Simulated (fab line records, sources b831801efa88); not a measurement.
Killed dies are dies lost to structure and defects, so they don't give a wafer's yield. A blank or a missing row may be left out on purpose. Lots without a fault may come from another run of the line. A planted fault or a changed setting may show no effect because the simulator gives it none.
fab line records | flow sky130
record lots=5 wafers=15 last_day=49
route steps=708 shown SD_N@344 SD_P@359 RES_XHIGH@360 SALICIDE@361 LI_CONTACT@362
lots that met no fault: from a run of the same line without faults
start_h: hours from the record's first day to the start of the lot's first wafer shown | wait_h: hours since the lot's step before | " the same as in the row above | L1.1+2: a row that stands for several wafers | - no value, or no start given | * or withheld: withheld | < > ~ a bound
route shown NAME@n: a module of which the file shows steps, and the number in the route of the first | usual: mean/standard deviation of fault-free wafers | same: alike in all rows | chamber/n: place in a boat | sites: the reading at each site | _std_site: their standard deviation | _edge_site: outer sites' mean less inner sites' | radius_mm: how far each site lies from the wafer's centre | mask NAME#n: copy n | behind: the tool/chamber that last shaped the wafer | hold: why the lot was held/for how many hours/how that ended | device: the transistor (n, p or np) that didn't switch | end of line: the same wafers' tests at the end of the route | a step without rows: its recipe alone | killed: dies lost to structure and defects at the first sort, not the wafer's yield | map: a wafer's dies, x killed, . not, _ none there
set.NAME: the setting as run; set.NAME@STEP: as run at that earlier step | model.NAME: the simulator's own value behind a step, which no gauge read
lots at some steps of the route; a table a step, a row a wafer
services: from which hour (start_h, from the record's first day; less than 0 if before it) a tool's chamber was out of use, for how many hours, and why
## steps
# step SKY_SD_N_COAT_02
# recipe resist=NOVOLAK spin_rpm=3000 resist_thk_nm=1140
# columns lot.wafer tool chamber start_h wait_h
L075.1+3+6 litho_track-03 0 637.29 0.1
L077.1+3+6 litho_track-04 0 650.16 0.1
L078.1+4+5 litho_track-01 0 656.33 0.1
L082.1+3+6 litho_track-01 0 713.33 0.1
L089.1+5+6 litho_track-03 0 767.84 0.1
# step SKY_SD_N_SOFTBAKE_03
# recipe temp_c=90 time_s=60 resist=NOVOLAK
# same time_s=60
# columns lot.wafer tool chamber start_h wait_h
L075.1+3+6 litho_track-03 0 637.44 0.1
L077.1+3+6 litho_track-04 0 650.31 0.1
L078.1+4+5 litho_track-01 0 656.48 0.1
L082.1+3+6 litho_track-01 0 713.48 0.1
L089.1+5+6 litho_track-03 0 767.99 0.1
# step SKY_SD_N_EXPOSE_04
# recipe mask_id=NSDM na=0.6 source_shape=conventional sigma_outer=0.6 polarization=unpolarized target_cd_nm=380 dose_mj=141
# usual exposure_dose_mJ_cm2=141.02/0.12
# columns lot.wafer tool chamber start_h wait_h mask exposure_dose_mJ_cm2
L075.1 iline_stepper-02 0 - - NSDM#0 141.13
L075.3 " 0 " " NSDM#0 141.08
L075.6 " 0 " " NSDM#0 141.09
L077.1 iline_stepper-01 0 - - NSDM#0 140.91
L077.3 " 0 " " NSDM#0 141.03
L077.6 " 0 " " NSDM#0 140.98
L078.1 iline_stepper-01 0 - - NSDM#0 141.03
L078.4 " 0 " " NSDM#0 140.81
L078.5 " 0 " " NSDM#0 141.11
L082.1 iline_stepper-01 0 - - NSDM#0 141.05
L082.3 " 0 " " NSDM#0 141.15
L082.6 " 0 " " NSDM#0 141.34
L089.1 iline_stepper-02 0 - - NSDM#0 141.17
L089.5 " 0 " " NSDM#0 140.99
L089.6 " 0 " " NSDM#0 140.94
# step SKY_SD_N_PEB_05
# recipe temp_c=withheld time_s=* resist=NOVOLAK
# same time_s=*
# columns lot.wafer tool chamber start_h wait_h
L075.1+3+6 litho_track-04 0 - -
L077.1+3+6 litho_track-01 0 - -
L078.1+4+5 litho_track-01 0 - -
L082.1+3+6 litho_track-01 0 - -
L089.1+5+6 litho_track-01 0 - -
# step SKY_SD_N_DEVELOP_06
# recipe resist=NOVOLAK developer=TMAH develop_time_s=60 dev_temp_c=23
# columns lot.wafer tool chamber start_h wait_h
L075.1+3+6 litho_track-04 0 650.96 0.1
L077.1+3+6 litho_track-01 0 664.38 0.1
L078.1+4+5 litho_track-01 0 670.88 0.1
L082.1+3+6 litho_track-01 0 727.18 0.1
L089.1+5+6 litho_track-01 0 781.18 0.1
# step SKY_SD_N_CD_MEAS_07
# recipe target_cd_nm=380
# usual cd_nm=380.2/2.4
# columns lot.wafer tool chamber start_h wait_h cd_nm
L075.1 cd_sem-01 - 651.11 0.1 376.8
L075.3 " - " " 376.5
L075.6 " - " " 374.7
L077.1 cd_sem-02 - 664.53 0.1 383.8
L077.3 " - " " 382.6
L077.6 " - " " 382.8
L078.1 cd_sem-02 - 671.03 0.1 382.6
L078.4 " - " " 382.6
L078.5 " - " " 383.0
L082.1 cd_sem-01 - 727.33 0.1 384.0
L082.3 " - " " 385.2
L082.6 " - " " 380.0
L089.1 cd_sem-01 - 781.33 0.1 381.2
L089.5 " - " " 381.0
L089.6 " - " " 381.8
# step SKY_SD_N_OVL_MEAS_08
# usual SD_N_OVL=-0.6/1.6
# columns lot.wafer tool chamber start_h wait_h SD_N_OVL[nm]
L075.1 overlay-02 - 651.23 0.1 -2.9
L075.3 " - " " -3.7
L075.6 " - " " -1.8
L077.1 overlay-02 - 664.65 0.1 1.0
L077.3 " - " " 0.3
L077.6 " - " " -1.4
L078.1 overlay-02 - 671.15 0.1 -1.3
L078.4 " - " " -1.5
L078.5 " - " " -1.9
L082.1 overlay-02 - 727.45 0.1 1.9
L082.3 " - " " 1.5
L082.6 " - " " -1.3
L089.1 overlay-01 - 781.45 0.1 -3.4
L089.5 " - " " -2.2
L089.6 " - " " -3.9
# step SKY_SD_N_IMPLANT_09
# recipe species=As energy_kev=50 dose_cm2=4e+15 tilt_deg=0
# columns lot.wafer tool chamber start_h wait_h
L075.1+3+6 implanter-03 0 651.26 0.0
L077.1+3+6 implanter-03 0 664.69 0.0
L078.1+4+5 implanter-03 0 671.19 0.0
L082.1+3+6 implanter-04 0 727.49 0.0
L089.1+5+6 implanter-03 0 781.49 0.0
# step SKY_SD_N_IMPLANT_10
# recipe species=P energy_kev=20 dose_cm2=1e+14 tilt_deg=0
# columns lot.wafer tool chamber start_h wait_h
L075.1+3+6 implanter-03 0 651.41 0.1
L077.1+3+6 implanter-03 0 664.84 0.1
L078.1+4+5 implanter-03 0 671.34 0.1
L082.1+3+6 implanter-04 0 727.64 0.1
L089.1+5+6 implanter-03 0 781.64 0.1
# step SKY_SD_N_STRIP_11
# recipe chemistry=O2/N2 power_w=1400 pressure_mtorr=1500 platen_temp_c=withheld o2_flow_sccm=3000 n2_flow_sccm=300 overash_fraction=0.5
# usual drypump_motor_current_A=5.5/0.37 oes_product_au=0.528/0.0049 strip_time_to_endpoint_s=22.56/0.037
# columns lot.wafer tool chamber start_h wait_h drypump_motor_current_A oes_product_au rf_hours_counter_h strip_time_to_endpoint_s
L075.1 plasma_asher-02 1 651.56 0.1 4.9 0.527 98 22.45
L075.3 " 1 " " 4.9 0.528 - 22.51
L075.6 " 0 " " 5.0 0.529 - 22.48
L077.1 plasma_asher-02 0 664.99 0.1 5.0 0.527 99 22.58
L077.3 " 0 " " 5.0 0.527 - 22.56
L077.6 " 1 " " 4.9 0.530 - 22.57
L078.1 plasma_asher-01 1 671.49 0.1 5.8 0.534 50 22.58
L078.4 " 1 " " 5.8 0.536 - 22.61
L078.5 " 0 " " 5.3 0.527 - 22.59
L082.1 plasma_asher-01 1 727.79 0.1 5.8 0.539 57 22.53
L082.3 " 1 " " 5.8 0.524 - 22.53
L082.6 " 1 " " 5.8 0.523 - 22.59
L089.1 plasma_asher-01 0 781.79 0.1 5.3 0.526 62 22.56
L089.5 " 1 " " 5.8 0.517 - 22.55
L089.6 " 0 " " 5.3 0.539 - 22.57
# step SKY_SD_N_TW_MEAS_12
# usual SD_N_TW=3948/64
# columns lot.wafer tool chamber start_h wait_h SD_N_TW
L075.1 film_metro-01 - 651.66 0.1 3999
L075.3 " - " " 3979
L075.6 " - " " 3998
L077.1 film_metro-04 - 665.09 0.1 3881
L077.3 " - " " 3883
L077.6 " - " " 3900
L078.1 film_metro-04 - 671.59 0.1 3878
L078.4 " - " " 3866
L078.5 " - " " 3880
L082.1 film_metro-01 - 727.89 0.1 3988
L082.3 " - " " 3989
L082.6 " - " " 3990
L089.1 film_metro-01 - 781.89 0.1 4003
L089.5 " - " " 4009
L089.6 " - " " 3967
# step SKY_SD_N_CLEAN_13
# recipe chemistry=SC1/SC2 mix=1:4:20 temp_c=70 time_s=150 dry=n2_spin
# same time_s=150
# columns lot.wafer tool chamber start_h wait_h
L075.1+3+6 wet_bench-04 0 651.72 0.1
L077.1+3+6 wet_bench-03 0 665.15 0.1
L078.1+4+5 wet_bench-02 1 671.65 0.1
L082.1+3+6 wet_bench-04 0 727.95 0.1
L089.1+5+6 wet_bench-03 0 781.95 0.1
# step SKY_SD_N_RTA_14
# recipe temp_c=1075 time_s=2 idle_temp_c=650 ramp_up_c_per_s=150 ramp_down_c_per_s=90 ambient=N2
# usual lamp_power_pct=15.74/0.057 ramp_up_c_per_s=150.00/0.027 wafer_temp_C_max=1078.1/1.3
# same time_s=2
# columns lot.wafer tool chamber start_h wait_h lamp_power_pct ramp_up_c_per_s wafer_temp_C_max
L075.1 rtp_anneal-02 0 651.78 0.0 15.82 149.98 1077.9
L075.3 " 0 " " 15.70 149.97 1079.5
L075.6 " 0 " " 15.76 150.05 1078.4
L077.1 rtp_anneal-02 0 665.20 0.0 15.75 150.02 1079.4
L077.3 " 0 " " 15.73 149.99 1079.2
L077.6 " 0 " " 15.65 150.05 1079.8
L078.1 rtp_anneal-01 0 671.70 0.0 15.76 150.02 1077.6
L078.4 " 0 " " 15.73 149.98 1079.9
L078.5 " 0 " " 15.71 150.02 1077.1
L082.1 rtp_anneal-01 0 728.00 0.0 15.74 150.00 1077.3
L082.3 " 0 " " 15.80 150.00 1078.7
L082.6 " 0 " " 15.81 150.01 1077.2
L089.1 rtp_anneal-02 0 782.00 0.0 15.75 150.02 1076.6
L089.5 " 0 " " 15.68 150.02 1078.5
L089.6 " 0 " " 15.80 149.98 1077.6
# step SKY_SD_N_RS_MEAS_16
# recipe thk_meas_gauge=four-point-probe
# usual SD_N_RS=68.56/0.1
# columns lot.wafer tool chamber start_h wait_h SD_N_RS[ohm/sq]
L075.1 film_metro-01 - 651.95 0.1 68.77
L075.3 " - " " 68.65
L075.6 " - " " 68.67
L077.1 film_metro-01 - 665.37 0.1 68.45
L077.3 " - " " 68.55
L077.6 " - " " 68.50
L078.1 film_metro-03 - 671.87 0.1 68.55
L078.4 " - " " 68.53
L078.5 " - " " 68.42
L082.1 film_metro-03 - 728.17 0.1 68.49
L082.3 " - " " 68.73
L082.6 " - " " 68.65
L089.1 film_metro-04 - 782.17 0.1 68.66
L089.5 " - " " 68.76
L089.6 " - " " 68.63
# step SKY_SD_N_RS_MEAS_17
# recipe thk_meas_gauge=four-point-probe
# usual SD_P_RS=147.1/0.35
# columns lot.wafer tool chamber start_h wait_h SD_P_RS[ohm/sq]
L075.1 film_metro-01 - 652.07 0.1 147.5
L075.3 " - " " 147.7
L075.6 " - " " 147.4
L077.1 film_metro-01 - 665.49 0.1 146.7
L077.3 " - " " 146.8
L077.6 " - " " 146.9
L078.1 film_metro-03 - 671.99 0.1 146.9
L078.4 " - " " 146.9
L078.5 " - " " 147.1
L082.1 film_metro-03 - 728.29 0.1 147.1
L082.3 " - " " 147.3
L082.6 " - " " 146.9
L089.1 film_metro-04 - 782.29 0.1 147.7
L089.5 " - " " 147.7
L089.6 " - " " 147.8
# step SKY_SD_N_RS_MEAS_18
# recipe thk_meas_gauge=four-point-probe
# usual RES_XHIGH_RS=333.3/1.2
# columns lot.wafer tool chamber start_h wait_h RES_XHIGH_RS[ohm/sq]
L075.1 film_metro-01 - 652.19 0.1 332.3
L075.3 " - " " 334.7
L075.6 " - " " 334.7
L077.1 film_metro-01 - 665.61 0.1 335.1
L077.3 " - " " 333.7
L077.6 " - " " 336.1
L078.1 film_metro-03 - 672.11 0.1 330.8
L078.4 " - " " 333.3
L078.5 " - " " 332.2
L082.1 film_metro-03 - 728.41 0.1 333.9
L082.3 " - " " 333.7
L082.6 " - " " 333.7
L089.1 film_metro-04 - 782.41 0.1 332.5
L089.5 " - " " 334.0
L089.6 " - " " 333.8
# step SKY_SALICIDE_CLEAN_00
# recipe chemistry=HF-last time_s=30 dilution=100:1 dry=ipa_marangoni
# same time_s=30
# columns lot.wafer tool chamber start_h wait_h
L075.1+3+6 wet_bench-01 1 652.31 0.1
L077.1+3+6 wet_bench-04 1 665.73 0.1
L078.1+4+5 wet_bench-03 2 672.23 0.1
L082.1+3+6 wet_bench-04 0 728.53 0.1
L089.1+5+6 wet_bench-01 3 782.53 0.1
# step SKY_LI_CONTACT_HDPCVD_00
# recipe material=PSG target_thk_nm=930 sigma_open_frac=0.3 time_s=155 temp_c=600 sih4_flow_sccm=60 pressure_mtorr=6
# same time_s=155
# columns lot.wafer tool chamber start_h wait_h
L075.1+3+6 hdpcvd-02 1,2,0 652.33 0.0
L077.1+3+6 hdpcvd-01 1,0,2 665.75 0.0
L078.1+4+5 hdpcvd-01 2,0,2 672.25 0.0
L082.1+3+6 hdpcvd-02 2,0,1 728.55 0.0
L089.1+5+6 hdpcvd-02 0,1,0 782.55 0.0
# step SKY_LI_CONTACT_THK_MEAS_01
# recipe reads=PSG_of_LI_CONTACT_HDPCVD_00
# usual LI_CONTACT_HDPCVD_THK=920/8.3
# columns lot.wafer tool chamber start_h wait_h LI_CONTACT_HDPCVD_THK[nm]
L075.1 film_metro-01 - 652.43 0.1 897
L075.3 " - " " 903
L075.6 " - " " 908
L077.1 film_metro-04 - 665.85 0.1 907
L077.3 " - " " 920
L077.6 " - " " 930
L078.1 film_metro-04 - 672.35 0.1 923
L078.4 " - " " 921
L078.5 " - " " 934
L082.1 film_metro-04 - 728.65 0.1 917
L082.3 " - " " 922
L082.6 " - " " 910
L089.1 film_metro-03 - 782.65 0.1 925
L089.5 " - " " 915
L089.6 " - " " 919
# step SKY_LI_CONTACT_CMP_02
# recipe material=PSG down_force_psi=4 platen_rpm=60 pad_velocity_m_s=0.94248
# usual motor_current_A=12.0/1.5 slurry_filter_dp_kPa=13.50/0.13 time_to_endpoint_s=32.7/2.5
# columns lot.wafer tool chamber start_h wait_h motor_current_A slurry_filter_dp_kPa time_to_endpoint_s
L075.1 cmp-01 2 652.49 0.1 13.1 13.63 31.5
L075.3 " 1 " " 11.7 13.57 33.7
L075.6 " 2 " " 12.2 13.36 29.6
L077.1 cmp-02 2 665.96 0.1 9.4 13.49 30.4
L077.3 " 0 " " 13.0 13.52 31.7
L077.6 " 1 " " 11.4 13.50 29.2
L078.1 cmp-01 3 672.46 0.1 10.2 13.41 31.2
L078.4 " 0 " " 14.9 13.39 32.5
L078.5 " 2 " " 12.8 13.47 32.1
L082.3 cmp-01 3 728.71 0.0 11.1 13.49 34.4
L082.1 " 0 " " 14.0 13.42 37.2
L082.6 " 0 " " 15.5 13.71 36.6
L089.1 cmp-01 1 782.71 0.1 11.4 13.73 37.0
L089.5 " 1 " " 11.4 13.52 38.5
L089.6 " 2 " " 12.7 13.39 33.4
# step SKY_LI_CONTACT_BOW_MEAS_03
# recipe mode=bow
# usual LI_CONTACT_BOW=56/6.7
# columns lot.wafer tool chamber start_h wait_h LI_CONTACT_BOW[um]
L075.1 film_metro-01 - 652.79 0.2 53
L075.3 " - " " 55
L075.6 " - " " 72
L077.1 film_metro-04 - 666.21 0.2 53
L077.3 " - " " 65
L077.6 " - " " 51
L078.1 film_metro-03 - 672.71 0.2 59
L078.4 " - " " 57
L078.5 " - " " 57
L082.1 film_metro-04 - 729.01 0.2 49
L082.3 " - " " 54
L082.6 " - " " 50
L089.1 film_metro-04 - 783.01 0.2 63
L089.5 " - " " 42
L089.6 " - " " 57
# step SKY_LI_CONTACT_DEHYDRATE_04
# recipe temp_c=200 time_s=60
# same time_s=60
# columns lot.wafer tool chamber start_h wait_h
L075.1+3+6 litho_track-04 0 666.71 13.9
L077.1+3+6 litho_track-04 0 679.31 13.1
L078.1+4+5 litho_track-01 0 685.83 13.1
L082.1+3+6 litho_track-02 0 741.65 12.6
L089.1+5+6 litho_track-01 0 795.93 12.9
# step SKY_LI_CONTACT_HMDS_05
# recipe prime_time_s=60 prime_temp_c=120
# columns lot.wafer tool chamber start_h wait_h
L075.1+3+6 litho_track-04 0 666.86 0.1
L077.1+3+6 litho_track-04 0 679.46 0.1
L078.1+4+5 litho_track-01 0 685.98 0.1
L082.1+3+6 litho_track-02 0 741.80 0.1
L089.1+5+6 litho_track-01 0 796.08 0.1
# step SKY_LI_CONTACT_COAT_06
# recipe resist=BARC temp_c=withheld time_s=withheld spin_rpm=3000 resist_thk_nm=60
# columns lot.wafer tool chamber start_h wait_h
L075.1+3+6 litho_track-04 0 667.01 0.1
L077.1+3+6 litho_track-04 0 679.61 0.1
L078.1+4+5 litho_track-01 0 686.13 0.1
L082.1+3+6 litho_track-02 0 741.95 0.1
L089.1+5+6 litho_track-01 0 796.23 0.1
# step SKY_LI_CONTACT_COAT_07
# recipe resist=KrF-thick spin_rpm=3000 resist_thk_nm=450
# columns lot.wafer tool chamber start_h wait_h
L075.1+3+6 litho_track-04 0 - -
L077.1+3+6 litho_track-04 0 - -
L078.1+4+5 litho_track-01 0 - -
L082.1+3+6 litho_track-02 0 - -
L089.1+5+6 litho_track-01 0 - -
# step SKY_LI_CONTACT_SOFTBAKE_08
# recipe temp_c=100 time_s=90 resist=KrF-thick
# same time_s=90
# columns lot.wafer tool chamber start_h wait_h
L075.1+3+6 litho_track-04 0 - -
L077.1+3+6 litho_track-04 0 - -
L078.1+4+5 litho_track-01 0 - -
L082.1+3+6 litho_track-02 0 - -
L089.1+5+6 litho_track-01 0 - -
# step SKY_LI_CONTACT_EXPOSE_09
# recipe mask_id=LICM1 na=0.8 source_shape=annular sigma_inner=0.55 sigma_outer=0.85 target_cd_nm=170 dose_mj=38
# usual exposure_dose_mJ_cm2=38.01/0.036
# columns lot.wafer tool chamber start_h wait_h mask exposure_dose_mJ_cm2
L075.1 krf_scanner-02 0 - - LICM1#0 37.94
L075.3 " 0 " " LICM1#0 38.01
L075.6 " 0 " " LICM1#0 37.98
L077.1 krf_scanner-02 0 - - LICM1#0 37.96
L077.3 " 0 " " LICM1#0 37.96
L077.6 " 0 " " LICM1#0 37.96
L078.1 krf_scanner-01 0 - - LICM1#0 38.00
L078.4 " 0 " " LICM1#0 37.98
L078.5 " 0 " " LICM1#0 38.02
L082.1 krf_scanner-01 0 - - LICM1#0 37.98
L082.3 " 0 " " LICM1#0 38.05
L082.6 " 0 " " LICM1#0 38.04
L089.1 krf_scanner-02 0 - - LICM1#0 38.08
L089.5 " 0 " " LICM1#0 38.05
L089.6 " 0 " " LICM1#0 37.99
# step SKY_LI_CONTACT_PEB_10
# recipe peb_temp_c=withheld peb_time_s=withheld resist=KrF-thick
# columns lot.wafer tool chamber start_h wait_h
L075.1+3+6 litho_track-02 0 - -
L077.1+3+6 litho_track-04 0 - -
L078.1+4+5 litho_track-04 0 - -
L082.1+3+6 litho_track-04 0 - -
L089.1+5+6 litho_track-04 0 - -
# step SKY_LI_CONTACT_DEVELOP_11
# recipe develop_time_s=60 resist=KrF-thick dev_temp_c=21
# columns lot.wafer tool chamber start_h wait_h
L075.1+3+6 litho_track-02 0 - -
L077.1+3+6 litho_track-04 0 - -
L078.1+4+5 litho_track-04 0 - -
L082.1+3+6 litho_track-04 0 - -
L089.1+5+6 litho_track-04 0 - -
# step SKY_LI_CONTACT_CD_MEAS_12
# recipe target_cd_nm=170
# usual cd_nm=170.8/1.4
# columns lot.wafer tool chamber start_h wait_h cd_nm
L075.1 cd_sem-02 - 680.75 - 173.0
L075.3 " - " " 170.2
L075.6 " - " " 172.4
L077.1 cd_sem-01 - 694.11 - 170.9
L077.3 " - " " 170.0
L077.6 " - " " 170.1
L078.1 cd_sem-02 - 700.71 - 167.7
L078.4 " - " " 168.6
L078.5 " - " " 170.0
L082.1 cd_sem-02 - 755.96 - 171.5
L082.3 " - " " 170.1
L082.6 " - " " 170.2
L089.1 cd_sem-01 - 810.61 - 169.5
L089.5 " - " " 170.4
L089.6 " - " " 170.8
# step SKY_LI_CONTACT_OVL_MEAS_13
# usual LI_CONTACT_OVL=-2/5.1
# columns lot.wafer tool chamber start_h wait_h LI_CONTACT_OVL[nm]
L075.1 overlay-01 - 680.87 0.1 -1
L075.3 " - " " 0
L075.6 " - " " -2
L077.1 overlay-02 - 694.23 0.1 -6
L077.3 " - " " -4
L077.6 " - " " -1
L078.1 overlay-01 - 700.83 0.1 3
L078.4 " - " " 0
L078.5 " - " " 8
L082.1 overlay-02 - 756.08 0.1 -13
L082.3 " - " " -4
L082.6 " - " " -9
L089.1 overlay-02 - 810.73 0.1 -5
L089.5 " - " " -3
L089.6 " - " " -4
# step SKY_LI_CONTACT_ETCH_14
# recipe chemistry=N2/H2 target=BARC ion_energy_ev=200 source_w=500 bias_w=100 pressure_mtorr=30 n2_flow_sccm=100 h2_flow_sccm=200 stop_on=SiO2 time_s=45.9 target_depth_a=600
# usual drypump_motor_current_A=5.8/0.48 oes_product_au=0.855/0.0049 throttle_valve_pct=13.224/0.01
# same time_s=45.9
# columns lot.wafer tool chamber start_h wait_h drypump_motor_current_A oes_product_au rf_hours_counter_h throttle_valve_pct
L075.1 rie_diel-01 2 680.91 0.0 6.3 0.854 10 13.227
L075.3 " 0 " " 5.4 0.857 8 13.216
L075.6 " 3 " " 6.3 0.850 - 13.217
L077.1 rie_diel-01 3 694.26 0.0 6.3 0.867 5 13.217
L077.3 " 0 " " 5.5 0.854 8 13.222
L077.6 " 1 " " 5.7 0.853 - 13.218
L078.1 rie_diel-03 3 700.86 0.0 6.3 0.858 47 13.207
L078.4 " 1 " " 5.4 0.866 1 13.220
L078.5 " 3 " " 6.4 0.857 - 13.235
L082.1 rie_diel-03 2 756.11 0.0 5.1 0.858 12 13.237
L082.3 " 1 " " 5.4 0.849 3 13.222
L082.6 " 2 " " 5.1 0.854 - 13.220
L089.1 rie_diel-01 3 810.76 0.0 6.3 0.854 8 13.213
L089.5 " 3 " " 6.4 0.864 - 13.221
L089.6 " 0 " " 5.5 0.852 - 13.228
# step SKY_LI_CONTACT_ETCH_15
# recipe target=PSG chemistry=C4F8/O2/Ar stop_on=Si taper_deg=4.15 mask_material=KrF-thick source_w=1500 bias_w=1200 pressure_mtorr=40 c4f8_flow_sccm=withheld O2_flow_sccm=6 Ar_flow_sccm=300 time_s=withheld target_depth_a=6000
# usual oes_product_au=0.832/0.0044
# columns lot.wafer tool chamber start_h wait_h oes_product_au
L075.1 rie_diel-01 2 680.95 0.0 0.829
L075.3 " 0 " " 0.836
L075.6 " 3 " " 0.826
L077.1 rie_diel-01 3 694.30 0.0 0.832
L077.3 " 0 " " 0.830
L077.6 " 1 " " 0.831
L078.1 rie_diel-03 3 700.90 0.0 0.831
L078.4 " 1 " " 0.833
L078.5 " 3 " " 0.827
L082.1 rie_diel-03 2 756.15 0.0 0.826
L082.3 " 1 " " 0.836
L082.6 " 2 " " 0.833
L089.1 rie_diel-01 3 810.80 0.0 0.840
L089.5 " 3 " " 0.831
L089.6 " 0 " " 0.836
# step SKY_LI_CONTACT_STRIP_16
# recipe chemistry=O2/N2 power_w=1400 pressure_mtorr=1500 platen_temp_c=withheld o2_flow_sccm=3000 n2_flow_sccm=300 overash_fraction=0.5
# usual drypump_motor_current_A=5.6/0.36 oes_product_au=0.376/0.0052 strip_time_to_endpoint_s=3.50/0.043
# columns lot.wafer tool chamber start_h wait_h drypump_motor_current_A oes_product_au rf_hours_counter_h strip_time_to_endpoint_s
L075.1 plasma_asher-03 1 681.03 - 5.9 0.382 25 3.53
L075.3 " 0 " " 5.8 0.384 - 3.56
L075.6 " 1 " " 5.9 0.380 - 3.52
L077.1 plasma_asher-01 0 694.39 - 5.4 0.368 53 3.54
L077.3 " 0 " " 5.4 0.382 - 3.56
L077.6 " 1 " " 5.8 0.390 - 3.46
L078.1 plasma_asher-01 0 700.99 - 5.3 0.370 54 3.44
L078.4 " 1 " " 5.8 0.378 - 3.52
L078.5 " 0 " " 5.4 0.376 - 3.44
L082.1 plasma_asher-03 0 756.24 - 5.8 0.370 34 3.43
L082.3 " 0 " " 5.8 0.376 - 3.50
L082.6 " 0 " " 5.8 0.370 - 3.41
L089.1 plasma_asher-03 0 810.89 - 5.9 0.376 39 3.52
L089.5 " 0 " " 5.8 0.380 - 3.49
L089.6 " 1 " " 6.0 0.378 - 3.55
# step SKY_LI_CONTACT_CLEAN_17
# recipe chemistry=NMP time_s=600 temp_c=60 dry=n2_spin
# same time_s=600
# columns lot.wafer tool chamber start_h wait_h
L075.1+3+6 wet_bench-02 1 681.13 0.1
L077.1+3+6 wet_bench-04 3 694.49 0.1
L078.1+4+5 wet_bench-04 0 701.09 0.1
L082.1+3+6 wet_bench-04 0 756.34 0.1
L089.1+5+6 wet_bench-02 2 810.99 0.1
# step SKY_LI_CONTACT_PRE_CLEAN_18
# recipe gas=Ar time_s=5.6 bias_v=358
# same time_s=5.6
# columns lot.wafer tool chamber start_h wait_h
L075.1+3+6 pvd_sputter-02 - 681.32 0.0
L077.1+3+6 pvd_sputter-04 - 694.68 0.0
L078.1+4+5 pvd_sputter-04 - 701.30 0.0
L082.1+3+6 pvd_sputter-04 - 756.51 0.0
L089.1+5+6 pvd_sputter-01 - 811.16 0.0
# step SKY_LI_CONTACT_SPUTTER_19
# recipe material=Ti target_thk_nm=20 chamber_pressure_pa=5 power_w=2500 substrate_temp_c=200 time_s=106.37
# usual throttle_valve_pct=29.8/0.73
# same time_s=106.37
# columns lot.wafer tool chamber start_h wait_h throttle_valve_pct
L075.1 pvd_sputter-02 - 681.34 0.0 30.0
L075.3 " - " " 29.6
L075.6 " - " " 30.4
L077.1 pvd_sputter-04 - 694.70 0.0 28.8
L077.3 " - " " 30.3
L077.6 " - " " 30.5
L078.1 pvd_sputter-04 - 701.32 0.0 28.5
L078.4 " - " " 30.3
L078.5 " - " " 28.5
L082.1 pvd_sputter-04 - 756.53 0.0 28.8
L082.3 " - " " 30.4
L082.6 " - " " 28.8
L089.1 pvd_sputter-01 - 811.18 0.0 31.2
L089.5 " - " " 29.3
L089.6 " - " " 29.7
## services
# columns tool chamber start_h hours kind
rie_diel-01 1 618.33 8.0 repair
wet_bench-02 - 620.15 2.6 repair
cmp-01 - 635.46 0.9 repair
plasma_asher-03 - 638.66 2.8 pm
krf_scanner-02 - 641.94 0.4 repair
rie_diel-01 0 645.50 5.5 repair
implanter-03 - 651.59 6.1 pm
implanter-03 - 660.09 3.6 repair
cmp-01 - 662.79 0.7 repair
rie_diel-01 - 676.61 2.8 pm
rie_diel-01 1 681.05 3.9 repair
rie_diel-03 - 691.06 0.8 repair
cmp-01 - 698.30 1.7 repair
implanter-03 - 704.05 3.9 repair
cmp-01 - 717.35 1.3 repair
rie_diel-03 3 726.01 6.9 repair
rie_diel-01 - 741.73 0.2 repair
cmp-01 - 744.00 4.0 pm
krf_scanner-02 - 744.36 0.8 pm
plasma_asher-01 - 746.33 2.8 pm
rie_diel-03 - 768.83 0.3 repair
rie_diel-03 1 773.13 4.5 repair
rie_diel-03 0 789.49 15.7 repair
implanter-03 - 799.53 3.8 pm
## key
fault none
